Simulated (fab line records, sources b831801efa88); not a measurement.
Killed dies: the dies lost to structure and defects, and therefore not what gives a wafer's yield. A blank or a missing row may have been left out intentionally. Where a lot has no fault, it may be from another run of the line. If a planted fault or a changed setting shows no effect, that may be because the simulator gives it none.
Which of the tools did it? || flow sky130 || 6 lots (18 wafers sampled), 1 step of a 708-step route

WHAT THE GAUGES SHOWED, per wafer
SKY_LDD_HVP_OVL_MEAS_07.
{"lot": "L158", "measured": "day 22 01:10", "on": "overlay-01", "LDD_HVP_OVL (nm)": "1.6 0.7 1.8"}
{"lot": "L160", "measured": "day 22 16:10", "on": "overlay-01", "LDD_HVP_OVL (nm)": "1.0 1.2 0.6"}
{"lot": "L165", "measured": "day 24 22:54", "on": "overlay-02", "LDD_HVP_OVL (nm)": "0.8 2.5 2.4"}
{"lot": "L167", "measured": "day 25 13:37", "on": "overlay-02", "LDD_HVP_OVL (nm)": "-0.9 0.1 0.9"}
{"lot": "L175", "measured": "day 28 10:16", "on": "overlay-01", "LDD_HVP_OVL (nm)": "-2.3 -2.4 -1.3"}
{"lot": "L178", "measured": "day 29 05:40", "on": "overlay-01", "LDD_HVP_OVL (nm)": "-0.8 -0.2 -0.7"}

TOOL THAT RAN EACH LOT (tool first, then ch and the chambers of the sampled wafers, then the start)
The record shows no process step preceding these readings.

THE ANSWER, worked out from the rows above alone
Rule: what is usual is taken from the lots themselves. The widest of any qualifying gaps counts: lots, ordered by their means at a reading, are off when they make up no more than a third of the lots, leave a main group of 4 or more, and stand apart from it by 3 or more times the standard deviation of that group's means. If all means in a main group match to the digits the tables above print for the reading, that group is not used. Also off: a lot with no number at a reading for which 4 or more lots have one. Any other lot the step has rows for is counted as sound.
Nothing can be told from this: no lot is off at any reading shown.

WHAT THE SIMULATOR PUT IN
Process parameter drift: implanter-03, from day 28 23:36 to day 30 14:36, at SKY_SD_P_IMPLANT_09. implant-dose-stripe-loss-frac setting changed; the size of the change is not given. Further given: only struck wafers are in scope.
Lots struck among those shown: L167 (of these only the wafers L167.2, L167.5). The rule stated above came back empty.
